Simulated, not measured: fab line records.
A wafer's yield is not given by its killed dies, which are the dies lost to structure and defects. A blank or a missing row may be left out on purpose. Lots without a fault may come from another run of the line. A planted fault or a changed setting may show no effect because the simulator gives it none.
fab line records	flow sky130
record lots=12	wafers=36	last_day=50
route steps=708 shown LDD_HVN@271 POLY_CUT@319 SD_N@349
lots that met no fault: taken from a fault-free run of the same line
start_h: hours from the record's opening day to when the first of the lot's shown wafers began	wait_h: hours elapsed since this lot's preceding step	" the same as in the row above	L1.1+2: several wafers, shown together as one row	- no value, or no start was given	* or withheld: withheld	< > ~ a bound
route shown NAME@n: NAME is a module with steps in the file, n the number in the route of the first one	usual: mean/standard deviation of fault-free wafers	same: alike in all rows	chamber/n: place in a boat	sites: each site's reading	_std_site: the values' standard deviation	_edge_site: outer sites' mean less inner sites'	radius_mm: for every site, how far away it sits from the centre of the wafer	mask NAME#n: copy n	behind: the last tool/chamber to shape the wafer	hold: what put the lot on hold/how long, in hours/how the hold closed	device: the transistor (n, p or np) that didn't switch	end of line: tests run on the same wafers once the route is complete	a step given without rows: its recipe and nothing more	killed: the dies lost at the first sort to structure and to defects; this is not the yield of the wafer	map: a wafer's dies, marking killed ones x, the rest . and places with no die _
set.NAME: the setting as run; set.NAME@STEP: as run at that earlier step	model.NAME: the simulator's own value behind a step, which no gauge read
route steps across a sampled set of lots; one table per step, one row per wafer
services: when a tool's chamber went out of use (start_h, in hours from the record's first day, below 0 if earlier), for how many hours, and the reason
## steps
# step SKY_LDD_HVN_EXPOSE_04
# recipe mask_id=HVNTM	na=0.6	source_shape=conventional	sigma_outer=0.6	polarization=unpolarized	target_cd_nm=700	dose_mj=127
# usual reticle_temp_C=23.00/0.1
lot.wafer	tool	chamber	start_h	wait_h	mask	reticle_temp_C
L214.3	iline_stepper-01	0	453.96	-	HVNTM#0	23.08
L214.4	"	0	"	"	HVNTM#0	23.05
L214.6	"	0	"	"	HVNTM#0	23.09
L215.1	iline_stepper-02	0	478.23	-	HVNTM#0	23.09
L215.2	"	0	"	"	HVNTM#0	22.98
L215.3	"	0	"	"	HVNTM#0	23.02
L218.4	iline_stepper-01	0	497.26	-	HVNTM#0	23.07
L218.5	"	0	"	"	HVNTM#0	23.19
L218.6	"	0	"	"	HVNTM#0	23.04
L219.2	iline_stepper-02	0	509.68	-	HVNTM#0	22.91
L219.5	"	0	"	"	HVNTM#0	22.96
L219.6	"	0	"	"	HVNTM#0	23.06
L225.3	iline_stepper-01	0	559.39	-	HVNTM_R1#0	23.12
L225.5	"	0	"	"	HVNTM_R1#0	23.06
L225.6	"	0	"	"	HVNTM_R1#0	23.21
L229.1	iline_stepper-01	0	590.46	-	HVNTM#0	22.92
L229.3	"	0	"	"	HVNTM#0	22.90
L229.5	"	0	"	"	HVNTM#0	22.99
L230.1	iline_stepper-02	0	602.87	-	HVNTM#0	22.90
L230.2	"	0	"	"	HVNTM#0	22.96
L230.6	"	0	"	"	HVNTM#0	23.11
L231.1	iline_stepper-01	0	605.62	-	HVNTM#0	23.03
L231.4	"	0	"	"	HVNTM#0	23.03
L231.6	"	0	"	"	HVNTM#0	23.05
L232.2	iline_stepper-02	0	615.14	-	HVNTM#0	23.19
L232.4	"	0	"	"	HVNTM#0	23.29
L232.6	"	0	"	"	HVNTM#0	23.06
L233.2	iline_stepper-02	0	620.58	-	HVNTM#0	22.97
L233.5	"	0	"	"	HVNTM#0	22.90
L233.6	"	0	"	"	HVNTM#0	22.95
L235.1	iline_stepper-02	0	637.35	-	HVNTM#0	23.11
L235.2	"	0	"	"	HVNTM#0	23.12
L235.6	"	0	"	"	HVNTM#0	23.15
L236.1	iline_stepper-02	0	647.45	-	HVNTM#0	23.03
L236.5	"	0	"	"	HVNTM#0	22.96
L236.6	"	0	"	"	HVNTM#0	23.15
# step SKY_POLY_CUT_STRIP_12
# recipe chemistry=O2/N2	power_w=1400	pressure_mtorr=1500	platen_temp_c=withheld	o2_flow_sccm=3000	n2_flow_sccm=300	overash_fraction=0.5
# usual drypump_motor_current_A=5.32/0.26	oes_product_au=0.452/0.0052	strip_time_to_endpoint_s=5.356/0.016
lot.wafer	tool	chamber	start_h	wait_h	drypump_motor_current_A	oes_product_au	rf_hours_counter_h	strip_time_to_endpoint_s
L214.3	plasma_asher-01	1	564.32	0.1	4.86	0.451	-	5.344
L214.4	"	0	"	"	5.41	0.446	-	5.345
L214.6	"	1	"	"	4.86	0.456	-	5.372
L215.1	plasma_asher-03	1	587.72	0.0	5.69	0.446	46	5.375
L215.2	"	0	"	"	5.60	0.457	46	5.348
L215.3	"	1	"	"	5.71	0.464	-	5.354
L218.4	plasma_asher-04	1	604.53	0.1	5.33	0.446	-	5.356
L218.5	"	0	"	"	5.13	0.455	-	5.369
L218.6	"	1	"	"	5.35	0.440	-	5.350
L219.2	plasma_asher-04	1	617.37	0.0	5.31	0.457	92	5.363
L219.5	"	1	"	"	5.34	0.461	-	5.365
L219.6	"	0	"	"	5.10	0.449	-	5.375
L225.3	plasma_asher-03	0	664.35	0.1	5.58	0.454	-	5.381
L225.5	"	0	"	"	5.58	0.451	-	5.373
L225.6	"	1	"	"	5.71	0.452	-	5.366
L229.1	plasma_asher-04	0	694.11	0.0	5.10	0.456	100	5.340
L229.3	"	1	"	"	5.38	0.448	-	5.344
L229.5	"	1	"	"	5.38	0.458	-	5.337
L230.1	plasma_asher-04	0	706.59	0.0	5.10	0.447	101	5.358
L230.2	"	1	"	"	5.37	0.449	101	5.361
L230.6	"	1	"	"	5.38	0.458	-	5.371
L231.1	plasma_asher-04	1	709.00	0.0	5.38	0.445	101	5.353
L231.4	"	0	"	"	5.11	0.459	-	5.382
L231.6	"	0	"	"	5.10	0.456	-	5.375
L232.2	plasma_asher-04	1	717.25	0.0	5.35	0.453	102	5.352
L232.4	"	0	"	"	5.10	0.450	-	5.344
L232.6	"	0	"	"	5.08	0.452	-	5.351
L233.2	plasma_asher-04	0	721.20	0.0	5.07	0.449	103	5.347
L233.5	"	1	"	"	5.39	0.451	-	5.355
L233.6	"	0	"	"	5.09	0.463	-	5.352
L235.1	plasma_asher-01	0	737.89	0.0	5.44	0.451	91	5.372
L235.2	"	1	"	"	4.88	0.452	91	5.367
L235.6	"	1	"	"	4.89	0.455	-	5.363
L236.1	plasma_asher-04	0	747.34	0.0	5.09	0.450	1	5.346
L236.5	"	0	"	"	5.10	0.443	-	5.334
L236.6	"	1	"	"	5.41	0.444	-	5.329
# step SKY_SD_N_CD_MEAS_07
# recipe target_cd_nm=380
# usual cd_nm=380.5/2.5
lot.wafer	tool	chamber	start_h	wait_h	cd_nm
L214.3	cd_sem-01	-	653.20	0.1	375.8
L214.4	"	-	"	"	376.1
L214.6	"	-	"	"	376.0
L215.1	cd_sem-02	-	675.70	0.1	383.0
L215.2	"	-	"	"	382.8
L215.3	"	-	"	"	382.4
L218.4	cd_sem-01	-	690.37	0.1	384.1
L218.5	"	-	"	"	381.4
L218.6	"	-	"	"	383.4
L219.2	cd_sem-02	-	703.33	0.1	383.2
L219.5	"	-	"	"	382.0
L219.6	"	-	"	"	387.3
L225.3	cd_sem-02	-	747.47	0.1	385.5
L225.5	"	-	"	"	386.0
L225.6	"	-	"	"	383.2
L229.1	cd_sem-01	-	778.91	0.1	379.0
L229.3	"	-	"	"	378.6
L229.5	"	-	"	"	378.1
L230.1	cd_sem-02	-	785.96	0.1	380.3
L230.2	"	-	"	"	380.0
L230.6	"	-	"	"	380.4
L231.1	cd_sem-01	-	790.88	0.1	379.5
L231.4	"	-	"	"	380.2
L231.6	"	-	"	"	380.8
L232.2	cd_sem-01	-	797.50	0.1	378.8
L232.4	"	-	"	"	381.1
L232.6	"	-	"	"	381.7
L233.2	cd_sem-02	-	804.83	0.1	377.0
L233.5	"	-	"	"	379.3
L233.6	"	-	"	"	381.4
L235.1	cd_sem-02	-	817.10	0.1	382.5
L235.2	"	-	"	"	380.3
L235.6	"	-	"	"	380.5
L236.1	cd_sem-02	-	826.56	0.1	382.3
L236.5	"	-	"	"	382.9
L236.6	"	-	"	"	380.9
# step SKY_SD_N_STRIP_11
# recipe chemistry=O2/N2	power_w=1400	pressure_mtorr=1500	platen_temp_c=withheld	o2_flow_sccm=3000	n2_flow_sccm=300	overash_fraction=0.5
# usual drypump_motor_current_A=5.6/0.3	oes_product_au=0.528/0.0041	strip_time_to_endpoint_s=22.55/0.04
lot.wafer	tool	chamber	start_h	wait_h	drypump_motor_current_A	oes_product_au	rf_hours_counter_h	strip_time_to_endpoint_s
L214.3	plasma_asher-03	0	653.65	0.1	5.6	0.526	-	22.59
L214.4	"	1	"	"	5.7	0.524	-	22.59
L214.6	"	0	"	"	5.6	0.524	-	22.59
L215.1	plasma_asher-03	0	676.16	0.1	5.6	0.526	55	22.48
L215.2	"	1	"	"	5.7	0.527	55	22.50
L215.3	"	1	"	"	5.7	0.527	-	22.49
L218.4	plasma_asher-03	1	690.80	0.1	5.7	0.520	-	22.58
L218.5	"	1	"	"	5.7	0.529	-	22.60
L218.6	"	0	"	"	5.6	0.531	-	22.58
L219.2	plasma_asher-01	1	703.77	0.1	4.9	0.528	89	22.55
L219.5	"	1	"	"	4.9	0.525	-	22.59
L219.6	"	0	"	"	5.4	0.528	-	22.54
L225.3	plasma_asher-03	1	747.92	0.1	5.7	0.528	-	22.55
L225.5	"	0	"	"	5.6	0.527	-	22.54
L225.6	"	1	"	"	5.7	0.528	-	22.52
L229.1	plasma_asher-01	1	779.37	0.1	4.9	0.532	95	22.63
L229.3	"	0	"	"	5.4	0.534	-	22.60
L229.5	"	0	"	"	5.4	0.527	-	22.58
L230.1	plasma_asher-03	1	786.42	0.1	5.7	0.527	66	22.58
L230.2	"	0	"	"	5.6	0.529	66	22.61
L230.6	"	0	"	"	5.6	0.529	-	22.58
L231.1	plasma_asher-02	1	791.34	0.1	5.4	0.526	36	22.57
L231.4	"	0	"	"	6.0	0.527	-	22.53
L231.6	"	0	"	"	6.0	0.526	-	22.54
L232.2	plasma_asher-02	0	797.94	0.1	6.0	0.526	37	22.61
L232.4	"	1	"	"	5.3	0.529	-	22.54
L232.6	"	0	"	"	6.0	0.527	-	22.55
L233.2	plasma_asher-03	1	805.38	0.1	5.7	0.530	67	22.62
L233.5	"	0	"	"	5.6	0.534	-	22.59
L233.6	"	1	"	"	5.7	0.530	-	22.58
L235.1	plasma_asher-03	1	817.56	0.1	5.7	0.529	69	22.59
L235.2	"	0	"	"	5.6	0.530	69	22.60
L235.6	"	1	"	"	5.7	0.526	-	22.58
L236.1	plasma_asher-02	0	827.02	0.1	6.0	0.529	40	22.48
L236.5	"	0	"	"	6.0	0.518	-	22.49
L236.6	"	1	"	"	5.3	0.522	-	22.50
## services
tool	chamber	start_h	hours	kind
iline_stepper-01	-	506.66	2.1	pm
iline_stepper-01	-	515.34	1.7	pm
plasma_asher-04	-	542.33	2.8	pm
iline_stepper-02	-	553.71	1.7	pm
iline_stepper-02	-	559.40	3.5	repair
plasma_asher-01	-	598.80	4.2	repair
iline_stepper-02	-	615.61	3.6	repair
plasma_asher-01	-	629.78	0.9	repair
plasma_asher-03	-	664.83	2.4	repair
plasma_asher-02	-	664.91	2.8	pm
plasma_asher-01	-	705.47	2.8	pm
plasma_asher-03	-	711.42	1.4	repair
plasma_asher-01	-	718.46	6.4	repair
iline_stepper-01	-	733.52	1.7	pm
plasma_asher-04	-	733.75	9.0	pm
plasma_asher-04	0	733.75	9.0	vent_cycle
plasma_asher-04	1	733.75	9.0	vent_cycle
plasma_asher-02	-	741.09	4.3	pm
plasma_asher-02	-	747.26	3.0	repair
plasma_asher-03	-	750.34	0.6	repair
plasma_asher-01	-	752.36	7.1	repair
iline_stepper-01	-	762.13	6.2	repair
iline_stepper-02	-	771.80	1.7	pm
plasma_asher-01	-	773.88	0.7	repair
## key
first_sign step=SKY_LDD_HVN_EXPOSE_04	reading=mask	direction=changed
effect none on later readings
met_at SKY_LDD_HVN_EXPOSE_04
struck_lots L225
tester_left_out L225
not_acting_at SKY_POLY_CUT_STRIP_12,SKY_SD_N_CD_MEAS_07,SKY_SD_N_STRIP_11
onset_between 497.26 559.39
fault kind=wrong_mask	tool=any	chamber=-	onset_h=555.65	steps=SKY_LDD_HVN_EXPOSE_04	aux_copy=HVNTM_R1#0	cd_offset_nm=49	scope=struck_lots_only
# tester_left_out: of these lots the tester's yield and bins aren't shown, on N5 and GAA mostly nor the transistor test; their killed dies are dies lost to structure and defects alone, not to doping, threshold or leakage, so they don't give the yield
